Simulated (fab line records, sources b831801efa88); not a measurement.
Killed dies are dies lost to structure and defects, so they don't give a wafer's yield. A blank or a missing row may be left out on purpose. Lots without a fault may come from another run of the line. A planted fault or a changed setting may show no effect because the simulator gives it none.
fab line records | flow gf180mcu
record lots=5 wafers=15 last_day=34
route steps=602 shown V5@547 TOP_METAL@567
lots that met no fault: from a run of the same line without faults
start_h: hours from the record's first day to the start of the lot's first wafer shown | wait_h: hours since the lot's step before | " the same as in the row above | L1.1+2: a row that stands for several wafers | - no value, or no start given | * or withheld: withheld | < > ~ a bound
route shown NAME@n: a module of which the file shows steps, and the number in the route of the first | usual: mean/standard deviation of fault-free wafers | same: alike in all rows | chamber/n: place in a boat | sites: the reading at each site | _std_site: their standard deviation | _edge_site: outer sites' mean less inner sites' | radius_mm: how far each site lies from the wafer's centre | mask NAME#n: copy n | behind: the tool/chamber that last shaped the wafer | hold: why the lot was held/for how many hours/how that ended | device: the transistor (n, p or np) that didn't switch | end of line: the same wafers' tests at the end of the route | a step without rows: its recipe alone | killed: dies lost to structure and defects at the first sort, not the wafer's yield | map: a wafer's dies, x killed, . not, _ none there
set.NAME: the setting as run; set.NAME@STEP: as run at that earlier step | model.NAME: the simulator's own value behind a step, which no gauge read
lots at some steps of the route; a table a step, a row a wafer
services: from which hour (start_h, from the record's first day; less than 0 if before it) a tool's chamber was out of use, for how many hours, and why
## steps
# step GF_V5_HMDS_07
# recipe prime_time_s=60 prime_temp_c=120
# usual resist_line_temp_C=23.00/0.098
# columns lot.wafer tool chamber start_h wait_h resist_line_temp_C
L075.4 litho_track-02 0 625.07 0.1 23.05
L075.5 " 0 " " 23.10
L075.6 " 0 " " 22.99
L079.1 litho_track-03 0 659.57 0.1 23.03
L079.4 " 0 " " 23.02
L079.6 " 0 " " 22.95
L086.1 litho_track-03 0 713.12 0.1 22.97
L086.2 " 0 " " 22.96
L086.3 " 0 " " 22.94
L088.2 litho_track-03 0 717.30 0.1 22.78
L088.3 " 0 " " 22.96
L088.6 " 0 " " 23.03
L097.2 litho_track-03 0 770.65 0.1 23.04
L097.4 " 0 " " 23.09
L097.6 " 0 " " 22.90
# step GF_V5_COAT_08
# recipe resist=BARC temp_c=withheld time_s=withheld spin_rpm=withheld resist_thk_nm=withheld
# usual resist_line_temp_C=*
# columns lot.wafer tool chamber start_h wait_h resist_line_temp_C
L075.4 litho_track-02 0 625.22 0.1 *
L075.5 " 0 " " *
L075.6 " 0 " " *
L079.1 litho_track-03 0 659.72 0.1 *
L079.4 " 0 " " *
L079.6 " 0 " " *
L086.1 litho_track-03 0 713.27 0.1 *
L086.2 " 0 " " *
L086.3 " 0 " " *
L088.2 litho_track-03 0 717.45 0.1 *
L088.3 " 0 " " *
L088.6 " 0 " " *
L097.2 litho_track-03 0 770.80 0.1 *
L097.4 " 0 " " *
L097.6 " 0 " " *
# step GF_V5_COAT_09
# recipe resist=KrF spin_rpm=withheld resist_thk_nm=1000
# usual resist_line_temp_C=23.00/0.1
# columns lot.wafer tool chamber start_h wait_h resist_line_temp_C
L075.4 litho_track-02 0 - - 23.14
L075.5 " 0 " " 23.04
L075.6 " 0 " " 23.00
L079.1 litho_track-03 0 - - 22.98
L079.4 " 0 " " 22.90
L079.6 " 0 " " 23.03
L086.1 litho_track-03 0 - - 23.02
L086.2 " 0 " " 22.93
L086.3 " 0 " " 23.23
L088.2 litho_track-03 0 - - 22.73
L088.3 " 0 " " 22.98
L088.6 " 0 " " 22.82
L097.2 litho_track-03 0 - - 22.92
L097.4 " 0 " " 23.13
L097.6 " 0 " " 22.89
# step GF_V5_SOFTBAKE_10
# recipe temp_c=130 time_s=60 resist=KrF
# usual resist_line_temp_C=23.01/0.11
# columns lot.wafer tool chamber start_h wait_h resist_line_temp_C
L075.4 litho_track-02 0 - - 23.28
L075.5 " 0 " " 23.12
L075.6 " 0 " " 23.09
L079.1 litho_track-03 0 - - 22.99
L079.4 " 0 " " 23.00
L079.6 " 0 " " 23.12
L086.1 litho_track-03 0 - - 22.99
L086.2 " 0 " " 23.03
L086.3 " 0 " " 22.88
L088.2 litho_track-03 0 - - 23.04
L088.3 " 0 " " 22.91
L088.6 " 0 " " 22.97
L097.2 litho_track-03 0 - - 23.21
L097.4 " 0 " " 23.08
L097.6 " 0 " " 23.19
# step GF_V5_EXPOSE_11
# recipe mask_id=Via5 target_cd_nm=260 na=0.68 source_shape=conventional sigma_outer=0.6 dose_mj=38
# columns lot.wafer tool chamber start_h wait_h mask
L075.4+5+6 krf_scanner-01 0 - - Via5#0
L079.1+4+6 krf_scanner-01 0 - - Via5#0
L086.1+2+3 krf_scanner-01 0 - - Via5#0
L088.2+3+6 krf_scanner-02 0 - - Via5#0
L097.2+4+6 krf_scanner-01 0 - - Via5#0
# step GF_V5_PEB_12
# recipe peb_temp_c=135 peb_time_s=90 resist=KrF
# usual resist_line_temp_C=23.02/0.1
# columns lot.wafer tool chamber start_h wait_h resist_line_temp_C
L075.4 litho_track-03 0 - - 23.23
L075.5 " 0 " " 23.11
L075.6 " 0 " " 22.99
L079.1 litho_track-03 0 - - 22.93
L079.4 " 0 " " 22.99
L079.6 " 0 " " 23.08
L086.1 litho_track-02 0 - - 22.94
L086.2 " 0 " " 22.91
L086.3 " 0 " " 22.93
L088.2 litho_track-03 0 - - 22.96
L088.3 " 0 " " 23.10
L088.6 " 0 " " 22.91
L097.2 litho_track-02 0 - - 23.06
L097.4 " 0 " " 22.99
L097.6 " 0 " " 23.16
# step GF_V5_DEVELOP_13
# recipe develop_time_s=60 resist=KrF dev_temp_c=21
# usual resist_line_temp_C=22.99/0.099
# columns lot.wafer tool chamber start_h wait_h resist_line_temp_C
L075.4 litho_track-03 0 634.85 0.1 22.99
L075.5 " 0 " " 22.94
L075.6 " 0 " " 22.94
L079.1 litho_track-03 0 669.32 0.2 23.18
L079.4 " 0 " " 23.04
L079.6 " 0 " " 23.09
L086.1 litho_track-02 0 722.39 0.2 23.07
L086.2 " 0 " " 23.00
L086.3 " 0 " " 23.05
L088.2 litho_track-03 0 726.15 0.2 23.12
L088.3 " 0 " " 23.12
L088.6 " 0 " " 23.16
L097.2 litho_track-02 0 778.61 0.2 23.09
L097.4 " 0 " " 22.97
L097.6 " 0 " " 23.05
# step GF_V5_CD_MEAS_14
# recipe target_cd_nm=260
# usual cd_nm=260.0/1.2
# columns lot.wafer tool chamber start_h wait_h cd_nm
L075.4 cd_sem-01 - 634.99 0.1 261.1
L075.5 " - " " 259.1
L075.6 " - " " 259.6
L079.1 cd_sem-02 - 669.49 0.1 263.1
L079.4 " - " " 260.2
L079.6 " - " " 261.8
L086.1 cd_sem-01 - 722.54 0.1 258.8
L086.2 " - " " 259.5
L086.3 " - " " 259.2
L088.2 cd_sem-02 - 726.29 0.1 258.5
L088.3 " - " " 259.0
L088.6 " - " " 257.4
L097.2 cd_sem-02 - 778.76 0.1 259.7
L097.4 " - " " 259.1
L097.6 " - " " 259.8
# step GF_V5_OVL_MEAS_15
# usual V5_OVL=-1/4.9
# columns lot.wafer tool chamber start_h wait_h V5_OVL[nm]
L075.4 overlay-02 - 635.06 0.1 10
L075.5 " - " " 11
L075.6 " - " " 5
L079.1 overlay-01 - 669.61 0.1 -1
L079.4 " - " " -5
L079.6 " - " " -3
L086.1 overlay-02 - 722.66 0.1 3
L086.2 " - " " -4
L086.3 " - " " 7
L088.2 overlay-01 - 726.40 0.1 -6
L088.3 " - " " 8
L088.6 " - " " -10
L097.2 overlay-01 - 778.86 0.1 2
L097.4 " - " " -3
L097.6 " - " " -7
# step GF_V5_ETCH_16
# recipe chemistry=N2/H2 target_depth_a=withheld overetch_a=withheld time_s=withheld target=BARC ion_energy_ev=200 source_w=500 bias_w=100 pressure_mtorr=30 n2_flow_sccm=100 h2_flow_sccm=200
# usual drypump_motor_current_A=5.9/0.36 oes_product_au=0.854/0.0048 rf_fwd_power_W=495.4/1.9 throttle_valve_pct=13.224/0.0091
# columns lot.wafer tool chamber start_h wait_h drypump_motor_current_A oes_product_au rf_fwd_power_W throttle_valve_pct
L075.4 rie_diel-02 2 635.08 0.0 6.0 0.851 494.5 13.220
L075.5 " 3 " " 6.2 0.838 497.1 13.231
L075.6 " 2 " " 6.0 0.854 495.1 13.240
L079.1 rie_diel-03 0 669.65 0.0 5.5 0.847 496.2 13.218
L079.4 " 1 " " 6.0 0.856 496.6 13.229
L079.6 " 1 " " 6.0 0.857 499.5 13.212
L086.1 rie_diel-02 3 722.70 0.0 6.2 0.856 495.8 13.229
L086.2 " 2 " " 6.0 0.858 497.1 13.221
L086.3 " 1 " " 6.3 0.855 495.0 13.245
L088.2 rie_diel-04 2 726.43 0.0 5.4 0.855 493.2 13.234
L088.3 " 3 " " 6.2 0.859 495.3 13.225
L088.6 " 1 " " 6.1 0.855 496.3 13.210
L097.2 rie_diel-02 1 778.89 0.0 6.3 0.859 496.3 13.230
L097.4 " 1 " " 6.3 0.851 495.9 13.223
L097.6 " 3 " " 6.2 0.853 498.1 13.229
# step GF_V5_ETCH_17
# recipe chemistry=C4F8/O2/Ar mask_material=KrF target=SiO2 stop_on=TiN source_w=1500 bias_w=1200 pressure_mtorr=40 c4f8_flow_sccm=withheld O2_flow_sccm=6 Ar_flow_sccm=300 time_s=withheld target_depth_a=8550
# usual oes_product_au=0.860/0.0042 rf_fwd_power_W=1495/4.9
# columns lot.wafer tool chamber start_h wait_h oes_product_au rf_fwd_power_W
L075.4 rie_diel-02 2 - - 0.861 1500
L075.5 " 3 " " 0.860 1497
L075.6 " 2 " " 0.867 1498
L079.1 rie_diel-03 0 - - 0.860 1493
L079.4 " 1 " " 0.860 1493
L079.6 " 1 " " 0.860 1502
L086.1 rie_diel-02 3 - - 0.863 1493
L086.2 " 2 " " 0.858 1502
L086.3 " 1 " " 0.856 1500
L088.2 rie_diel-04 2 - - 0.859 1493
L088.3 " 3 " " 0.857 1487
L088.6 " 1 " " 0.858 1500
L097.2 rie_diel-02 1 - - 0.864 1502
L097.4 " 1 " " 0.860 1500
L097.6 " 3 " " 0.858 1504
# step GF_V5_STRIP_18
# recipe chemistry=O2/N2 power_w=1400 pressure_mtorr=1500 platen_temp_c=250 o2_flow_sccm=3000 n2_flow_sccm=300 overash_fraction=0.5
# usual drypump_motor_current_A=5.65/0.27 heater_power_w=323/17 oes_product_au=0.569/0.005
# columns lot.wafer tool chamber start_h wait_h drypump_motor_current_A heater_power_w oes_product_au rf_hours_counter_h
L075.4 plasma_asher-04 0 635.27 - 5.42 302 0.566 -
L075.5 " 0 " " 5.40 301 0.567 -
L075.6 " 1 " " 5.10 282 0.570 -
L079.1 plasma_asher-01 1 669.80 - 5.60 332 0.577 59
L079.4 " 0 " " 5.55 325 0.570 -
L079.6 " 1 " " 5.60 334 0.569 -
L086.1 plasma_asher-01 1 722.85 - 5.61 329 0.571 64
L086.2 " 0 " " 5.53 320 0.587 64
L086.3 " 0 " " 5.54 327 0.571 -
L088.2 plasma_asher-01 1 726.58 - 5.62 332 0.564 65
L088.3 " 1 " " 5.63 336 0.566 -
L088.6 " 0 " " 5.53 325 0.578 -
L097.2 plasma_asher-02 1 779.05 - 5.95 343 0.573 3
L097.4 " 0 " " 6.00 340 0.571 -
L097.6 " 0 " " 5.99 330 0.572 -
# step GF_V5_STRIP_19
# recipe chemistry=post_etch_residue_remover time_s=1200 temp_c=72.5
# columns lot.wafer tool chamber start_h wait_h
L075.4+5+6 wet_bench-02 1 635.33 0.0
L079.1+4+6 wet_bench-01 2 669.90 0.1
L086.1+2+3 wet_bench-03 0 722.95 0.1
L088.2+3+6 wet_bench-03 2 726.68 0.1
L097.2+4+6 wet_bench-01 1 779.15 0.1
# step GF_V5_CLEAN_20
# recipe chemistry=DIW dry=n2_spin
# columns lot.wafer tool chamber start_h wait_h
L075.4+5+6 wet_bench-01 1 635.71 0.0
L079.1+4+6 wet_bench-02 1 670.27 0.0
L086.1+2+3 wet_bench-02 2 723.29 0.0
L088.2+3+6 wet_bench-03 0 727.02 0.0
L097.2+4+6 wet_bench-02 2 779.52 0.0
# step GF_V5_SPUTTER_21
# recipe material=Ti target_thk_nm=15 chamber_pressure_pa=5 power_w=2500 substrate_temp_c=200 time_s=80.02
# usual throttle_valve_pct=29.8/0.85
# columns lot.wafer tool chamber start_h wait_h throttle_valve_pct
L075.4 pvd_sputter-02 - 635.80 0.0 30.7
L075.5 " - " " 30.7
L075.6 " - " " 29.9
L079.1 pvd_sputter-02 - 670.37 0.0 29.1
L079.4 " - " " 29.1
L079.6 " - " " 29.5
L086.1 pvd_sputter-03 - 723.38 0.0 30.5
L086.2 " - " " 30.6
L086.3 " - " " 28.2
L088.2 pvd_sputter-03 - 727.12 0.0 30.4
L088.3 " - " " 28.4
L088.6 " - " " 28.7
L097.2 pvd_sputter-01 - 779.61 0.0 29.6
L097.4 " - " " 31.1
L097.6 " - " " 30.7
# step GF_V5_SPUTTER_22
# recipe material=TiN target_thk_nm=10 chamber_pressure_pa=5 power_w=4000 time_s=40
# usual throttle_valve_pct=29.8/0.86
# columns lot.wafer tool chamber start_h wait_h throttle_valve_pct
L075.4 pvd_sputter-02 - 635.86 0.0 30.8
L075.5 " - " " 30.8
L075.6 " - " " 29.9
L079.1 pvd_sputter-02 - 670.44 0.0 29.1
L079.4 " - " " 29.1
L079.6 " - " " 29.2
L086.1 pvd_sputter-03 - 723.44 0.0 30.2
L086.2 " - " " 30.5
L086.3 " - " " 28.2
L088.2 pvd_sputter-03 - 727.18 0.0 30.6
L088.3 " - " " 28.4
L088.6 " - " " 28.6
L097.2 pvd_sputter-01 - 779.67 0.0 29.8
L097.4 " - " " 30.9
L097.6 " - " " 31.0
# step GF_V5_CVD_23
# recipe material=W target_thk_nm=350 time_s=104.9 temp_c=400 pressure_torr=40
# usual chamber_pressure_Torr=40.00/0.086 heater_power_w=821/140
# columns lot.wafer tool chamber start_h wait_h chamber_pressure_Torr heater_power_w
L075.4 cvd_w-02 1 635.94 0.1 40.00 1036
L075.5 " 0 " " 40.10 669
L075.6 " 1 " " 40.01 1036
L079.1 cvd_w-01 0 670.47 0.0 39.92 780
L079.4 " 1 " " 39.83 802
L079.6 " 0 " " 40.07 800
L086.1 cvd_w-01 0 723.48 0.0 40.00 808
L086.2 " 1 " " 40.00 803
L086.3 " 1 " " 39.96 801
L088.2 cvd_w-01 1 727.22 0.0 40.01 792
L088.3 " 1 " " 40.03 820
L088.6 " 1 " " 40.02 811
L097.2 cvd_w-02 0 779.71 0.0 40.02 682
L097.4 " 1 " " 40.11 1019
L097.6 " 0 " " 40.12 678
# step GF_V5_RS_MEAS_24
# recipe thk_meas_gauge=four-point-probe reads=W_of_V5_CVD_23+TiN_of_V5_SPUTTER_22+Ti_of_V5_SPUTTER_21
# usual V5_W_RS=0.330/0.0057
# columns lot.wafer tool chamber start_h wait_h V5_W_RS[ohm/sq]
L075.4 film_metro-01 - 636.07 0.1 0.334
L075.5 " - " " 0.341
L075.6 " - " " 0.335
L079.1 film_metro-02 - 670.59 0.1 0.316
L079.4 " - " " 0.322
L079.6 " - " " 0.319
L086.1 film_metro-01 - 723.59 0.1 0.324
L086.2 " - " " 0.331
L086.3 " - " " 0.332
L088.2 film_metro-03 - 727.35 0.1 0.328
L088.3 " - " " 0.327
L088.6 " - " " 0.327
L097.2 film_metro-01 - 779.84 0.1 0.324
L097.4 " - " " 0.331
L097.6 " - " " 0.334
# step GF_V5_THK_MEAS_25
# recipe thk_meas_gauge=xrf reads=W_of_V5_CVD_23
# usual V5_W_THK=335/6.4
# columns lot.wafer tool chamber start_h wait_h V5_W_THK[nm]
L075.4 film_metro-01 - 636.16 0.1 330
L075.5 " - " " 324
L075.6 " - " " 330
L079.1 film_metro-02 - 670.71 0.1 349
L079.4 " - " " 344
L079.6 " - " " 349
L086.1 film_metro-01 - 723.71 0.1 339
L086.2 " - " " 335
L086.3 " - " " 332
L088.2 film_metro-03 - 727.46 0.1 333
L088.3 " - " " 336
L088.6 " - " " 335
L097.2 film_metro-01 - 779.95 0.1 337
L097.4 " - " " 333
L097.6 " - " " 329
# step GF_V5_CMP_26
# recipe stop_on=SiO2 down_force_psi=3.5 platen_rpm=60 t_overpolish_s=15 target_thk_nm=0 pad_velocity_m_s=0.94248
# usual motor_current_A=10.8/1 overpolish_run_s=15.000/0.0092 platen_rpm=60.00/0.044 time_to_endpoint_s=83/4.9
# columns lot.wafer tool chamber start_h wait_h motor_current_A overpolish_run_s platen_rpm time_to_endpoint_s
L075.4 cmp-02 0 636.24 0.1 9.5 15.015 59.99 76
L075.5 " 3 " " 9.8 15.000 59.98 76
L075.6 " 0 " " 9.6 14.995 60.04 75
L079.4 cmp-02 3 670.82 0.1 10.0 15.005 60.06 79
L079.1 " 0 " " 9.6 14.990 60.00 85
L079.6 " 3 " " 9.8 14.992 59.98 81
L086.2 cmp-01 0 723.77 0.0 11.0 14.981 60.02 90
L086.3 " 1 " " 9.9 14.998 59.91 83
L086.1 " 3 " " 12.0 15.003 59.99 88
L088.3 cmp-02 1 727.51 0.0 11.1 15.012 60.09 80
L088.2 " 2 " " 11.2 14.992 59.97 81
L088.6 " 2 " " 10.9 15.002 60.01 85
L097.2 cmp-02 1 780.00 0.0 10.9 14.996 60.00 84
L097.4 " 3 " " 10.1 14.985 60.04 84
L097.6 " 2 " " 11.4 14.985 60.09 87
# step GF_TOP_METAL_SPUTTER_00
# recipe material=Ti target_thk_nm=37.5 arriving_ion_energy_ev=80 substrate_temp_c=200 chamber_pressure_pa=2 power_w=4000 time_s=150
# usual throttle_valve_pct=29.7/1
# columns lot.wafer tool chamber start_h wait_h throttle_valve_pct
L075.4 pvd_sputter-04 - 636.49 0.2 29.5
L075.5 " - " " 31.1
L075.6 " - " " 29.3
L079.1 pvd_sputter-03 - 671.07 0.1 30.5
L079.4 " - " " 28.4
L079.6 " - " " 30.4
L086.1 pvd_sputter-03 - 724.07 0.1 30.8
L086.2 " - " " 30.4
L086.3 " - " " 28.1
L088.2 pvd_sputter-01 - 727.81 0.2 30.3
L088.3 " - " " 28.3
L088.6 " - " " 30.5
L097.2 pvd_sputter-03 - 780.30 0.2 28.1
L097.4 " - " " 30.6
L097.6 " - " " 30.6
# step GF_TOP_METAL_SPUTTER_01
# recipe material=TiN target_thk_nm=30 power_w=6500 time_s=25 chamber_pressure_pa=0.4
# usual throttle_valve_pct=29.7/1
# columns lot.wafer tool chamber start_h wait_h throttle_valve_pct
L075.4 pvd_sputter-04 - 636.59 0.1 29.7
L075.5 " - " " 30.9
L075.6 " - " " 29.4
L079.1 pvd_sputter-03 - 671.17 0.1 30.4
L079.4 " - " " 28.3
L079.6 " - " " 30.6
L086.1 pvd_sputter-03 - 724.17 0.1 30.8
L086.2 " - " " 30.6
L086.3 " - " " 28.3
L088.2 pvd_sputter-01 - 727.91 0.1 30.3
L088.3 " - " " 28.5
L088.6 " - " " 30.2
L097.2 pvd_sputter-03 - 780.40 0.1 28.2
L097.4 " - " " 30.1
L097.6 " - " " 30.2
# step GF_TOP_METAL_SPUTTER_02
# recipe material=AlCu target_thk_nm=900 power_w=10600 chamber_pressure_pa=0.3 substrate_temp_c=250 gas=Ar time_s=47.82
# usual throttle_valve_pct=29.7/1
# columns lot.wafer tool chamber start_h wait_h throttle_valve_pct
L075.4 pvd_sputter-04 - 636.62 0.0 29.3
L075.5 " - " " 31.3
L075.6 " - " " 29.6
L079.1 pvd_sputter-03 - 671.20 0.0 30.2
L079.4 " - " " 27.9
L079.6 " - " " 30.4
L086.1 pvd_sputter-03 - 724.20 0.0 30.5
L086.2 " - " " 30.5
L086.3 " - " " 28.1
L088.2 pvd_sputter-01 - 727.94 0.0 30.4
L088.3 " - " " 28.2
L088.6 " - " " 30.2
L097.2 pvd_sputter-03 - 780.44 0.0 27.9
L097.4 " - " " 30.4
L097.6 " - " " 30.3
# step GF_TOP_METAL_SPUTTER_03
# recipe material=Ti target_thk_nm=5 substrate_temp_c=300 chamber_pressure_pa=0.3 power_w=3000 time_s=3.3
# usual throttle_valve_pct=29.7/1
# columns lot.wafer tool chamber start_h wait_h throttle_valve_pct
L075.4 pvd_sputter-04 - 636.66 0.0 29.2
L075.5 " - " " 31.2
L075.6 " - " " 29.3
L079.1 pvd_sputter-03 - 671.24 0.0 30.6
L079.4 " - " " 27.9
L079.6 " - " " 30.5
L086.1 pvd_sputter-03 - 724.25 0.0 30.8
L086.2 " - " " 30.2
L086.3 " - " " 28.3
L088.2 pvd_sputter-01 - 727.98 0.0 30.4
L088.3 " - " " 28.3
L088.6 " - " " 30.1
L097.2 pvd_sputter-03 - 780.48 0.0 28.5
L097.4 " - " " 30.4
L097.6 " - " " 30.5
# step GF_TOP_METAL_SPUTTER_04
# recipe material=TiN target_thk_nm=25 power_w=6500 time_s=20.8 chamber_pressure_pa=0.4
# usual throttle_valve_pct=29.7/1
# columns lot.wafer tool chamber start_h wait_h throttle_valve_pct
L075.4 pvd_sputter-04 - 636.68 0.0 29.2
L075.5 " - " " 30.8
L075.6 " - " " 29.5
L079.1 pvd_sputter-03 - 671.26 0.0 30.4
L079.4 " - " " 28.5
L079.6 " - " " 30.5
L086.1 pvd_sputter-03 - 724.27 0.0 30.6
L086.2 " - " " 30.5
L086.3 " - " " 28.4
L088.2 pvd_sputter-01 - 728.00 0.0 30.2
L088.3 " - " " 28.3
L088.6 " - " " 30.2
L097.2 pvd_sputter-03 - 780.50 0.0 28.2
L097.4 " - " " 30.4
L097.6 " - " " 30.5
# step GF_TOP_METAL_RS_MEAS_05
# recipe thk_meas_gauge=four-point-probe reads=TiN_of_TOP_METAL_SPUTTER_04+Ti_of_TOP_METAL_SPUTTER_03+AlCu_of_TOP_METAL_SPUTTER_02+TiN_of_TOP_METAL_SPUTTER_01+Ti_of_TOP_METAL_SPUTTER_00
# usual TOP_METAL_ALCU_RS=0.0329/0.00041
# columns lot.wafer tool chamber start_h wait_h TOP_METAL_ALCU_RS[ohm/sq]
L075.4 film_metro-03 - 636.77 0.1 0.0326
L075.5 " - " " 0.0330
L075.6 " - " " 0.0326
L079.1 film_metro-03 - 671.29 0.0 0.0325
L079.4 " - " " 0.0322
L079.6 " - " " 0.0324
L086.1 film_metro-03 - 724.29 0.0 0.0329
L086.2 " - " " 0.0328
L086.3 " - " " 0.0327
L088.2 film_metro-03 - 728.05 0.0 0.0331
L088.3 " - " " 0.0333
L088.6 " - " " 0.0331
L097.2 film_metro-03 - 780.55 0.0 0.0317
L097.4 " - " " 0.0320
L097.6 " - " " 0.0320
# step GF_TOP_METAL_THK_MEAS_06
# recipe thk_meas_gauge=xrf reads=AlCu_of_TOP_METAL_SPUTTER_02
# usual TOP_METAL_ALCU_THK=889/12
# columns lot.wafer tool chamber start_h wait_h TOP_METAL_ALCU_THK[nm]
L075.4 film_metro-03 - 636.86 0.1 899
L075.5 " - " " 888
L075.6 " - " " 898
L079.1 film_metro-03 - 671.41 0.1 900
L079.4 " - " " 910
L079.6 " - " " 903
L086.1 film_metro-03 - 724.41 0.1 884
L086.2 " - " " 895
L086.3 " - " " 901
L088.2 film_metro-03 - 728.16 0.1 884
L088.3 " - " " 880
L088.6 " - " " 886
L097.2 film_metro-03 - 780.66 0.1 921
L097.4 " - " " 915
L097.6 " - " " 912
# step GF_TOP_METAL_DEHYDRATE_07
# recipe temp_c=200 time_s=60
# usual resist_line_temp_C=23.00/0.11
# columns lot.wafer tool chamber start_h wait_h resist_line_temp_C
L075.4 litho_track-02 0 646.32 9.4 22.98
L075.5 " 0 " " 22.94
L075.6 " 0 " " 22.89
L079.1 litho_track-01 0 680.50 9.1 22.99
L079.4 " 0 " " 23.00
L079.6 " 0 " " 22.94
L086.1 litho_track-02 0 732.34 7.9 22.85
L086.2 " 0 " " 22.99
L086.3 " 0 " " 22.91
L088.2 litho_track-02 0 735.86 7.7 22.99
L088.3 " 0 " " 23.20
L088.6 " 0 " " 23.20
L097.2 litho_track-02 0 787.91 7.2 23.01
L097.4 " 0 " " 23.04
L097.6 " 0 " " 22.93
# step GF_TOP_METAL_HMDS_08
# recipe prime_time_s=60 prime_temp_c=120
# usual resist_line_temp_C=23.01/0.1
# columns lot.wafer tool chamber start_h wait_h resist_line_temp_C
L075.4 litho_track-02 0 646.47 0.1 23.09
L075.5 " 0 " " 23.19
L075.6 " 0 " " 22.98
L079.1 litho_track-01 0 680.65 0.1 22.94
L079.4 " 0 " " 23.02
L079.6 " 0 " " 22.97
L086.1 litho_track-02 0 732.49 0.1 23.09
L086.2 " 0 " " 22.96
L086.3 " 0 " " 23.20
L088.2 litho_track-02 0 736.01 0.1 23.09
L088.3 " 0 " " 22.91
L088.6 " 0 " " 23.00
L097.2 litho_track-02 0 788.06 0.1 23.10
L097.4 " 0 " " 22.95
L097.6 " 0 " " 23.14
# step GF_TOP_METAL_COAT_09
# recipe resist=NOVOLAK spin_rpm=3000 resist_thk_nm=1500
# usual resist_line_temp_C=23.03/0.1
# columns lot.wafer tool chamber start_h wait_h resist_line_temp_C
L075.4 litho_track-02 0 646.62 0.1 23.20
L075.5 " 0 " " 23.10
L075.6 " 0 " " 23.11
L079.1 litho_track-01 0 680.80 0.1 23.04
L079.4 " 0 " " 22.79
L079.6 " 0 " " 23.04
L086.1 litho_track-02 0 732.64 0.1 23.21
L086.2 " 0 " " 23.23
L086.3 " 0 " " 22.97
L088.2 litho_track-02 0 736.16 0.1 23.11
L088.3 " 0 " " 22.99
L088.6 " 0 " " 23.14
L097.2 litho_track-02 0 788.21 0.1 22.94
L097.4 " 0 " " 23.03
L097.6 " 0 " " 23.02
# step GF_TOP_METAL_SOFTBAKE_10
# recipe temp_c=90 time_s=60 resist=NOVOLAK
# usual resist_line_temp_C=23.00/0.1
# columns lot.wafer tool chamber start_h wait_h resist_line_temp_C
L075.4 litho_track-02 0 646.77 0.1 22.94
L075.5 " 0 " " 23.05
L075.6 " 0 " " 23.11
L079.1 litho_track-01 0 680.95 0.1 23.01
L079.4 " 0 " " 23.08
L079.6 " 0 " " 23.10
L086.1 litho_track-02 0 732.79 0.1 23.11
L086.2 " 0 " " 22.96
L086.3 " 0 " " 22.88
L088.2 litho_track-02 0 736.31 0.1 22.88
L088.3 " 0 " " 22.97
L088.6 " 0 " " 23.07
L097.2 litho_track-02 0 788.36 0.1 22.95
L097.4 " 0 " " 22.97
L097.6 " 0 " " 23.08
# step GF_TOP_METAL_EXPOSE_11
# recipe mask_id=MetalTop target_cd_nm=440 na=0.6 source_shape=conventional sigma_outer=0.6 dose_mj=170
# columns lot.wafer tool chamber start_h wait_h mask
L075.4+5+6 iline_stepper-01 0 - - MetalTop#0
L079.1+4+6 iline_stepper-01 0 - - MetalTop#0
L086.1+2+3 iline_stepper-02 0 - - MetalTop#0
L088.2+3+6 iline_stepper-01 0 - - MetalTop#0
L097.2+4+6 iline_stepper-01 0 - - MetalTop#0
# step GF_TOP_METAL_PEB_12
# recipe temp_c=withheld time_s=* resist=NOVOLAK
# usual resist_line_temp_C=*
# columns lot.wafer tool chamber start_h wait_h resist_line_temp_C
L075.4 litho_track-04 0 - - *
L075.5 " 0 " " *
L075.6 " 0 " " *
L079.1 litho_track-02 0 - - *
L079.4 " 0 " " *
L079.6 " 0 " " *
L086.1 litho_track-04 0 - - *
L086.2 " 0 " " *
L086.3 " 0 " " *
L088.2 litho_track-04 0 - - *
L088.3 " 0 " " *
L088.6 " 0 " " *
L097.2 litho_track-01 0 - - *
L097.4 " 0 " " *
L097.6 " 0 " " *
# step GF_TOP_METAL_DEVELOP_13
# recipe develop_time_s=60 dev_temp_c=23
# usual resist_line_temp_C=23.03/0.12
# columns lot.wafer tool chamber start_h wait_h resist_line_temp_C
L075.4 litho_track-04 0 655.84 0.1 22.93
L075.5 " 0 " " 22.99
L075.6 " 0 " " 23.10
L079.1 litho_track-02 0 690.04 0.1 23.04
L079.4 " 0 " " 22.79
L079.6 " 0 " " 22.78
L086.1 litho_track-04 0 741.62 0.1 22.89
L086.2 " 0 " " 23.04
L086.3 " 0 " " 22.98
L088.2 litho_track-04 0 744.59 0.1 23.10
L088.3 " 0 " " 23.04
L088.6 " 0 " " 23.04
L097.2 litho_track-01 0 795.43 0.1 23.00
L097.4 " 0 " " 22.94
L097.6 " 0 " " 23.00
# step GF_TOP_METAL_CD_MEAS_14
# recipe target_cd_nm=440
# usual cd_nm=440.3/1.9
# columns lot.wafer tool chamber start_h wait_h cd_nm
L075.4 cd_sem-02 - 655.98 0.1 440.5
L075.5 " - " " 439.8
L075.6 " - " " 440.9
L079.1 cd_sem-01 - 690.19 0.1 445.0
L079.4 " - " " 444.0
L079.6 " - " " 442.2
L086.1 cd_sem-01 - 741.77 0.1 440.1
L086.2 " - " " 442.0
L086.3 " - " " 438.8
L088.2 cd_sem-01 - 744.74 0.1 440.6
L088.3 " - " " 441.6
L088.6 " - " " 440.0
L097.2 cd_sem-01 - 795.57 0.1 442.1
L097.4 " - " " 440.8
L097.6 " - " " 439.8
## services
# columns tool chamber start_h hours kind
iline_stepper-01 - 613.00 5.3 repair
rie_diel-02 - 615.40 2.8 pm
plasma_asher-01 - 629.21 0.7 repair
rie_diel-02 0 663.37 16.4 repair
rie_diel-04 0 665.73 3.7 repair
krf_scanner-01 - 668.19 1.0 pm
pvd_sputter-03 - 678.57 12.1 repair
cmp-02 - 680.88 3.6 repair
cmp-02 - 689.89 6.5 repair
pvd_sputter-04 - 704.90 4.4 repair
iline_stepper-01 - 707.30 7.2 repair
krf_scanner-01 - 710.11 0.8 pm
pvd_sputter-04 - 721.27 3.7 repair
krf_scanner-01 - 727.27 3.6 pm
rie_diel-03 2 731.55 6.8 repair
krf_scanner-01 - 734.42 1.3 pm
iline_stepper-01 - 737.35 2.4 repair
iline_stepper-01 - 741.99 1.9 repair
cmp-02 - 744.21 4.0 pm
pvd_sputter-03 - 752.53 2.1 repair
iline_stepper-01 - 761.41 1.7 pm
rie_diel-02 - 764.95 1.0 repair
wet_bench-01 - 765.56 1.0 repair
rie_diel-02 2 776.25 13.0 repair
## key
fault none
